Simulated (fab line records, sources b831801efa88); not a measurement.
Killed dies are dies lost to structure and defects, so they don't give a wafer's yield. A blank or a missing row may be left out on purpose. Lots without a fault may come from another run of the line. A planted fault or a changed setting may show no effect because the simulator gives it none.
fab line records | flow sky130
record lots=4 wafers=12 last_day=48
route steps=708 shown VT_ADJUST_NCORE@129 VT_ADJUST_HVTR@131 VT_ADJUST_PCH@143 SONOS_TUNNEL@154 SONOS_ONO@168 LI_CONTACT@376 PAD_OPEN@708
lots that met no fault: from a run of the same line without faults
start_h: hours from the record's first day to the start of the lot's first wafer shown | wait_h: hours since the lot's step before | " the same as in the row above | L1.1+2: a row that stands for several wafers | - no value, or no start given | * or withheld: withheld | < > ~ a bound
route shown NAME@n: a module of which the file shows steps, and the number in the route of the first | usual: mean/standard deviation of fault-free wafers | same: alike in all rows | chamber/n: place in a boat | sites: the reading at each site | _std_site: their standard deviation | _edge_site: outer sites' mean less inner sites' | radius_mm: how far each site lies from the wafer's centre | mask NAME#n: copy n | behind: the tool/chamber that last shaped the wafer | hold: why the lot was held/for how many hours/how that ended | device: the transistor (n, p or np) that didn't switch | end of line: the same wafers' tests at the end of the route | a step without rows: its recipe alone | killed: dies lost to structure and defects at the first sort, not the wafer's yield | map: a wafer's dies, x killed, . not, _ none there
set.NAME: the setting as run; set.NAME@STEP: as run at that earlier step | model.NAME: the simulator's own value behind a step, which no gauge read
lots at some steps of the route; a table a step, a row a wafer
services: from which hour (start_h, from the record's first day; less than 0 if before it) a tool's chamber was out of use, for how many hours, and why
## steps
# step SKY_VT_ADJUST_NCORE_STRIP_10
# recipe chemistry=O2/N2 power_w=1400 pressure_mtorr=1500 platen_temp_c=withheld o2_flow_sccm=3000 n2_flow_sccm=300 overash_fraction=0.5
# step SKY_VT_ADJUST_HVTR_DEHYDRATE_00
# recipe temp_c=200 time_s=60
# step SKY_VT_ADJUST_HVTR_HMDS_01
# recipe prime_time_s=60 prime_temp_c=120
# step SKY_VT_ADJUST_HVTR_COAT_02
# recipe resist=NOVOLAK spin_rpm=3000 resist_thk_nm=1140
# step SKY_VT_ADJUST_HVTR_SOFTBAKE_03
# recipe temp_c=90 time_s=60 resist=NOVOLAK
# step SKY_VT_ADJUST_HVTR_EXPOSE_04
# recipe mask_id=HVTRM target_cd_nm=380 na=0.6 source_shape=conventional sigma_outer=0.6 dose_mj=150
# step SKY_VT_ADJUST_HVTR_PEB_05
# recipe temp_c=withheld time_s=* resist=NOVOLAK
# step SKY_VT_ADJUST_HVTR_DEVELOP_06
# recipe develop_time_s=60 dev_temp_c=23
# step SKY_VT_ADJUST_HVTR_IMPLANT_09
# recipe species=B energy_kev=10 dose_cm2=2.1e+12 tilt_deg=withheld
# step SKY_VT_ADJUST_HVTR_STRIP_10
# recipe chemistry=O2/N2 power_w=1400 pressure_mtorr=1500 platen_temp_c=withheld o2_flow_sccm=3000 n2_flow_sccm=300 overash_fraction=0.5
# usual chamber_pressure_mTorr=1500.0/1.3 drypump_motor_current_A=6.0/0.35 oes_product_au=0.716/0.0044 strip_time_to_endpoint_s=14.19/0.045
# same overash_fraction=0.5
# columns lot.wafer tool chamber start_h wait_h chamber_pressure_mTorr drypump_motor_current_A oes_product_au rf_hours_counter_h strip_time_to_endpoint_s
L216.1 plasma_asher-04 0 205.21 0.1 1498.6 5.6 0.714 10 14.16
L216.2 " 1 " " 1501.8 6.0 0.715 10 14.18
L216.5 " 1 " " 1500.1 6.0 0.719 - 14.23
L219.1 plasma_asher-03 1 226.83 0.1 1500.9 6.4 0.722 50 14.20
L219.4 " 0 " " 1500.1 5.9 0.718 - 14.25
L219.6 " 1 " " 1501.2 6.4 0.727 - 14.22
L228.1 plasma_asher-04 1 300.13 0.1 1498.0 6.0 0.718 19 14.19
L228.2 " 0 " " 1499.0 5.6 0.718 19 14.21
L228.3 " 0 " " 1500.8 5.6 0.717 - 14.21
L230.2 plasma_asher-04 1 316.99 0.1 1498.6 5.9 0.715 21 14.13
L230.4 " 1 " " 1499.3 6.0 0.717 - 14.12
L230.5 " 1 " " 1500.7 6.0 0.714 - 14.12
# step SKY_VT_ADJUST_PCH_DEHYDRATE_00
# recipe temp_c=200 time_s=60
# step SKY_VT_ADJUST_PCH_HMDS_01
# recipe prime_time_s=60 prime_temp_c=120
# step SKY_VT_ADJUST_PCH_COAT_02
# recipe spin_rpm=2000 resist_thk_nm=3000
# step SKY_VT_ADJUST_PCH_SOFTBAKE_03
# recipe temp_c=110 time_s=withheld
# step SKY_VT_ADJUST_PCH_EXPOSE_04
# recipe mask_id=NWM na=0.6 source_shape=conventional sigma_outer=0.6 polarization=unpolarized target_cd_nm=840 dose_mj=255
# step SKY_VT_ADJUST_PCH_PEB_05
# recipe temp_c=115 time_s=withheld
# step SKY_VT_ADJUST_PCH_DEVELOP_06
# recipe wall_angle_deg=90 developer=TMAH develop_time_s=60 dev_temp_c=23
# step SKY_VT_ADJUST_PCH_IMPLANT_08
# recipe species=B energy_kev=10 dose_cm2=5e+11 tilt_deg=withheld
# step SKY_VT_ADJUST_PCH_STRIP_09
# recipe chemistry=O2/N2 power_w=1400 pressure_mtorr=1500 platen_temp_c=withheld o2_flow_sccm=3000 n2_flow_sccm=300 overash_fraction=0.5
# step SKY_SONOS_TUNNEL_DEHYDRATE_00
# recipe temp_c=200 time_s=60
# step SKY_SONOS_TUNNEL_HMDS_01
# recipe prime_time_s=60 prime_temp_c=120
# step SKY_SONOS_TUNNEL_COAT_02
# recipe resist=NOVOLAK spin_rpm=3000 resist_thk_nm=1140
# step SKY_SONOS_TUNNEL_SOFTBAKE_03
# recipe temp_c=90 time_s=60 resist=NOVOLAK
# step SKY_SONOS_TUNNEL_EXPOSE_04
# recipe mask_id=TUNM na=0.6 source_shape=conventional sigma_outer=0.6 polarization=unpolarized target_cd_nm=410 dose_mj=136
# step SKY_SONOS_TUNNEL_PEB_05
# recipe temp_c=withheld time_s=* resist=NOVOLAK
# step SKY_SONOS_TUNNEL_DEVELOP_06
# recipe resist=NOVOLAK developer=TMAH develop_time_s=60 dev_temp_c=23
# step SKY_SONOS_TUNNEL_IMPLANT_09
# recipe species=B energy_kev=20 dose_cm2=1e+12 tilt_deg=withheld
# step SKY_SONOS_TUNNEL_WET_ETCH_10
# recipe chemistry=dHF target_depth_nm=14 target=SiO2 dilution=100:1 temp_c=25 time_s=280
# step SKY_SONOS_TUNNEL_STRIP_11
# recipe chemistry=SPM time_s=600 temp_c=130
# step SKY_SONOS_TUNNEL_CLEAN_13
# recipe chemistry=dHF time_s=20 dilution=100:1 dry=ipa_marangoni
# step SKY_SONOS_ONO_OXIDATION_00
# recipe temp_c=800 ambient=O2 idle_temp_c=700 ramp_up_c_per_min=10 ramp_down_c_per_min=3 stabilise_s=600 purge_s=300 target_thk_a=26 ox_time_s=1249
# step SKY_SONOS_ONO_CVD_02
# recipe material=Si3N4 precursor=DCS/NH3 target_thk_nm=10.5 temp_c=770 time_s=180 pressure_mtorr=250
# step SKY_LI_CONTACT_ETCH_14
# recipe chemistry=N2/H2 target=BARC ion_energy_ev=200 source_w=500 bias_w=100 pressure_mtorr=30 n2_flow_sccm=100 h2_flow_sccm=200 stop_on=SiO2 time_s=45.9 target_depth_a=600
# usual chamber_pressure_mTorr=30.001/0.024 drypump_motor_current_A=6.0/0.45 oes_product_au=0.855/0.0046 throttle_valve_pct=13.225/0.0084
# columns lot.wafer tool chamber start_h wait_h chamber_pressure_mTorr drypump_motor_current_A oes_product_au rf_hours_counter_h throttle_valve_pct model.LI_CONTACT.cd_nm
L216.1 rie_diel-02 3 677.02 0.0 29.996 5.7 0.851 20 13.214 170.4
L216.2 " 1 " " 30.017 5.9 0.852 15 13.231 173.1
L216.5 " 3 " " 30.018 5.7 0.856 - 13.220 171.3
L219.1 rie_diel-04 3 700.32 0.0 30.003 6.3 0.858 17 13.230 170.8
L219.4 " 1 " " 29.994 6.1 0.860 15 13.225 170
L219.6 " 2 " " 30.039 6.7 0.854 - 13.212 169.7
L228.1 rie_diel-03 2 781.64 0.0 29.983 6.6 0.858 25 13.228 171.6
L228.2 " 1 " " 29.997 5.8 0.861 24 13.234 172
L228.3 " 0 " " 30.018 5.9 0.845 7 13.224 173.8
L230.2 rie_diel-02 1 798.50 0.0 29.985 5.9 0.855 19 13.228 171.2
L230.4 " 0 " " 30.027 5.5 0.857 15 13.220 171.5
L230.5 " 3 " " 29.988 5.7 0.849 - 13.234 170.2
# step SKY_LI_CONTACT_ETCH_15
# recipe target=PSG chemistry=C4F8/O2/Ar stop_on=Si taper_deg=4.15 mask_material=KrF-thick source_w=1500 bias_w=1200 pressure_mtorr=40 c4f8_flow_sccm=withheld O2_flow_sccm=6 Ar_flow_sccm=300 time_s=withheld target_depth_a=6000
# usual chamber_pressure_mTorr=40.00/0.035 oes_product_au=0.837/0.0047
# columns lot.wafer tool chamber start_h wait_h chamber_pressure_mTorr oes_product_au model.LI_CONTACT.cd_nm
L216.1 rie_diel-02 3 677.07 0.0 40.06 0.837 170.9
L216.2 " 1 " " 40.00 0.833 172.9
L216.5 " 3 " " 39.91 0.831 171.7
L219.1 rie_diel-04 3 700.37 0.0 39.99 0.831 170.8
L219.4 " 1 " " 40.06 0.840 170.1
L219.6 " 2 " " 39.96 0.838 170.1
L228.1 rie_diel-03 2 781.68 0.0 39.97 0.844 172.5
L228.2 " 1 " " 39.95 0.843 172.5
L228.3 " 0 " " 40.08 0.847 174.5
L230.2 rie_diel-02 1 798.54 0.0 40.04 0.836 171.5
L230.4 " 0 " " 40.00 0.834 171.5
L230.5 " 3 " " 40.00 0.832 170.4
# step SKY_PAD_OPEN_PROBE_99
# usual killed_at_M0_to_M3=42/6.9 killed_at_M4_up=3.2/1.7 killed_at_contacts=23/5.5 killed_at_front_end=16/4 killed_at_other=0.4/0.55 killed_dies=85/9.2 killed_open=46/6.8 killed_short=38/6.2
# same gross_dies=492 killed_at_back_side=0
# columns lot.wafer tool chamber start_h wait_h killed_at_M0_to_M3 killed_at_M4_up killed_at_contacts killed_at_front_end killed_at_other killed_dies killed_open killed_short
L216.1 prober-01 - 1071.81 0.1 36 3 24 16 0 79 43 35
L216.2 prober-01 - 1071.86 0.1 48 6 26 14 1 95 54 40
L216.5 prober-01 - 1072.01 0.2 38 6 19 23 1 87 45 42
L219.1 prober-02 - 1092.63 0.1 52 3 24 18 0 97 46 50
L219.4 prober-02 - 1092.78 0.2 57 8 36 14 0 115 66 49
L219.6 prober-02 - 1092.88 0.2 38 4 34 18 0 94 53 41
L228.1 prober-01 - 1152.36 0.1 31 2 27 58 2 120 36 42
L228.2 prober-01 - 1152.41 0.1 45 3 18 31 1 98 46 34
L228.3 prober-01 - 1152.46 0.2 43 5 29 34 0 111 47 46
L230.2 prober-01 - 1163.36 0.1 31 5 26 61 0 123 45 32
L230.4 prober-01 - 1163.46 0.2 48 6 26 69 0 149 57 40
L230.5 prober-01 - 1163.51 0.2 38 2 27 65 0 132 42 40
# killed by level:class
L216.1 VIA1:geometric_particle:open=9 LI_CONTACT:geometric_particle:open=7 CONTACT:geometric_particle:open=7 VIA2:geometric_particle:open=7 VIA1:geometric_particle:short=6 LI_CONTACT:geometric_particle:short=5 POLY_GATE:geometric_particle:short=4 POLY_GATE:geometric_particle:open=4
L216.2 VIA1:geometric_particle:open=12 LI_CONTACT:geometric_particle:open=9 VIA3:geometric_particle:open=8 CONTACT:geometric_particle:open=7 FIELD_ISO:geometric_particle:open=6 LOCAL_INTERCONNECT:geometric_particle:short=6 VIA3:geometric_particle:short=6 METAL2:geometric_particle:short=5
L216.5 VIA1:geometric_particle:open=9 VIA3:geometric_particle:open=9 FIELD_ISO:geometric_particle:short=8 LI_CONTACT:geometric_particle:open=6 POLY_GATE:geometric_particle:short=5 CONTACT:geometric_particle:open=5 METAL2:geometric_particle:short=5 FIELD_ISO:geometric_particle:open=4
L219.1 VIA2:geometric_particle:open=10 METAL1:geometric_particle:short=8 CONTACT:geometric_particle:short=7 VIA3:geometric_particle:open=7 LI_CONTACT:geometric_particle:open=6 METAL2:geometric_particle:short=6 LOCAL_INTERCONNECT:geometric_particle:short=5 VIA1:geometric_particle:open=5
L219.4 CONTACT:geometric_particle:open=14 VIA1:geometric_particle:open=10 VIA3:geometric_particle:open=10 LI_CONTACT:geometric_particle:open=9 METAL1:geometric_particle:short=9 VIA1:geometric_particle:short=8 VIA2:geometric_particle:open=8 METAL4:geometric_particle:short=7
L219.6 CONTACT:geometric_particle:open=13 CONTACT:geometric_particle:short=8 VIA1:geometric_particle:open=6 METAL1:geometric_particle:short=6 VIA3:geometric_particle:open=6 LOCAL_INTERCONNECT:geometric_particle:short=5 POLY_GATE:geometric_particle:open=4 SPACER:geometric_particle:open=4
L228.1 VT_ADJUST_HVTR:unspecified=41 LOCAL_INTERCONNECT:geometric_particle:short=7 METAL2:geometric_particle:short=7 POLY_GATE:geometric_particle:short=6 CONTACT:geometric_particle:open=6 CONTACT:geometric_particle:short=6 VIA2:geometric_particle:open=6 LI_CONTACT:geometric_particle:open=5
L228.2 VT_ADJUST_HVTR:unspecified=18 VIA2:geometric_particle:open=11 VIA1:geometric_particle:open=10 CONTACT:geometric_particle:open=5 CONTACT:geometric_particle:short=4 METAL1:geometric_particle:open=4 METAL1:geometric_particle:short=4 VIA3:geometric_particle:short=4
L228.3 VT_ADJUST_HVTR:unspecified=18 LI_CONTACT:geometric_particle:open=10 VIA1:geometric_particle:short=8 CONTACT:geometric_particle:open=8 CONTACT:geometric_particle:short=7 VIA2:geometric_particle:open=6 METAL1:geometric_particle:short=5 VIA3:geometric_particle:short=5
L230.2 VT_ADJUST_HVTR:unspecified=46 VIA2:geometric_particle:open=8 LI_CONTACT:geometric_particle:open=7 POLY_GATE:geometric_particle:short=6 CONTACT:geometric_particle:open=6 VIA1:geometric_particle:open=6 VIA3:geometric_particle:open=5 LI_CONTACT:geometric_particle:short=4
L230.4 VT_ADJUST_HVTR:unspecified=52 CONTACT:geometric_particle:open=11 VIA2:geometric_particle:open=9 VIA1:geometric_particle:open=8 METAL2:geometric_particle:short=8 VIA3:geometric_particle:open=7 LI_CONTACT:geometric_particle:open=7 FIELD_ISO:geometric_particle:open=6
L230.5 VT_ADJUST_HVTR:unspecified=50 CONTACT:geometric_particle:open=11 VIA2:geometric_particle:open=7 LOCAL_INTERCONNECT:geometric_particle:short=6 VIA1:geometric_particle:open=6 POLY_GATE:geometric_particle:short=5 CONTACT:geometric_particle:short=5 VIA1:geometric_particle:short=5
# map L228.1 (x killed, . not)
__________.........._________
________.......x......_______
______.................._____
_____.x......x...xxxx....____
____x.x.............x...xx___
___..x.....................__
__.x......x.........x...x..._
_......x.x...............x.xx
_.....xx.xx....x..x..x.....xx
_...xx...xxx...x............x
_.......x....x.....x...x.....
_.xx.x..xx..x.......x.x......
_...xxxxxx.......xxxx....x.x.
_...xxxxxx.......x....x.x....
_...xxxxxxx............x.x...
__..xxxxxxxx.....x..x.x....._
___x.xxxxxxx..........x..xx__
____xx.xx.x....xx.xx..x...___
_____..x.............x...____
______.................._____
________x...xx.....x.._______
__________.x.....x.._________
# map L230.4 (x killed, . not)
__________.....x...x_________
________........xx...x_______
______...x.x..x....x...._____
_____.....x..x......x....____
____x..xx.x...x...........___
___.xxx.x.x......x.........__
__...x...x......x.....x....x_
_.....x.....x...x.....x......
_x........x.xx.....xxx......x
_........x...........x......x
_x...x.xx..x.......xxx.xx.x..
_..xxxxxxx..x......x....x...x
_...xxxxxxx...........xx....x
_x.xxxxxxxxx........x....x...
_.xxxxxxxxx..xx.....x...x...x
__.xxxxxxxx.........x.....x._
___.xxxxxxx.x.x.xx.x.......__
____x.xxxxxx...x.x...xx.x.___
_____.xxx.....x.........x____
______x..x.xx....x...xx._____
________...x.........._______
__________x........._________
## services
# columns tool chamber start_h hours kind
rie_diel-02 - 203.84 2.8 pm
plasma_asher-04 - 231.31 0.7 repair
rie_diel-02 3 234.70 6.4 repair
rie_diel-02 3 250.25 4.6 repair
rie_diel-02 0 252.83 2.4 repair
rie_diel-02 1 298.22 1.3 repair
rie_diel-03 2 299.25 4.0 repair
plasma_asher-04 - 305.14 1.0 repair
rie_diel-03 2 323.23 6.9 repair
rie_diel-03 0 345.03 1.9 repair
rie_diel-04 - 363.27 2.8 pm
rie_diel-02 - 421.81 0.2 repair
rie_diel-03 2 444.79 3.9 repair
rie_diel-02 3 445.05 4.4 repair
rie_diel-02 - 511.72 0.1 repair
rie_diel-02 1 521.10 7.3 repair
rie_diel-04 - 538.94 0.7 repair
plasma_asher-04 - 548.11 36.6 repair
rie_diel-02 0 565.42 3.4 repair
rie_diel-03 0 571.10 2.6 repair
rie_diel-03 3 629.16 3.5 repair
rie_diel-02 - 701.76 0.9 repair
rie_diel-04 1 735.20 20.2 repair
rie_diel-03 0 745.63 1.4 repair
## key
first_sign step=SKY_PAD_OPEN_PROBE_99 reading=killed_at_front_end direction=up sigmas=9.3 usual=16 struck=53
effect step=SKY_PAD_OPEN_PROBE_99 reading=killed_dies direction=up sigmas=4.1 usual=85 struck=122 wafers_moved=5
model_effect step=SKY_LI_CONTACT_ETCH_14 value=LI_CONTACT.cd_nm without=170.5 struck=171.7
model_effect step=SKY_LI_CONTACT_ETCH_15 value=LI_CONTACT.cd_nm without=170.9 struck=172.1
met_at SKY_VT_ADJUST_HVTR_STRIP_10
struck_wafers L228.1,L228.2,L228.3,L230.2,L230.4,L230.5
tester_left_out L228,L230
loop_trim step=SKY_LI_CONTACT_EXPOSE_09 setting=dose lots=L228
onset_between 205.21 300.13
also_fits time
fault kind=chamber_particle_source tool=plasma_asher-04 chamber=- onset_h=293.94 steps=SKY_VT_ADJUST_HVTR_STRIP_10 rate_per_visit_cm2=0.50515 end_h=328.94
# tester_left_out: of these lots the tester's yield and bins aren't shown, on N5 and GAA mostly nor the transistor test; their killed dies are dies lost to structure and defects alone, not to doping, threshold or leakage, so they don't give the yield
# loop_trim: a control loop set the setting to another value than it would have without faults
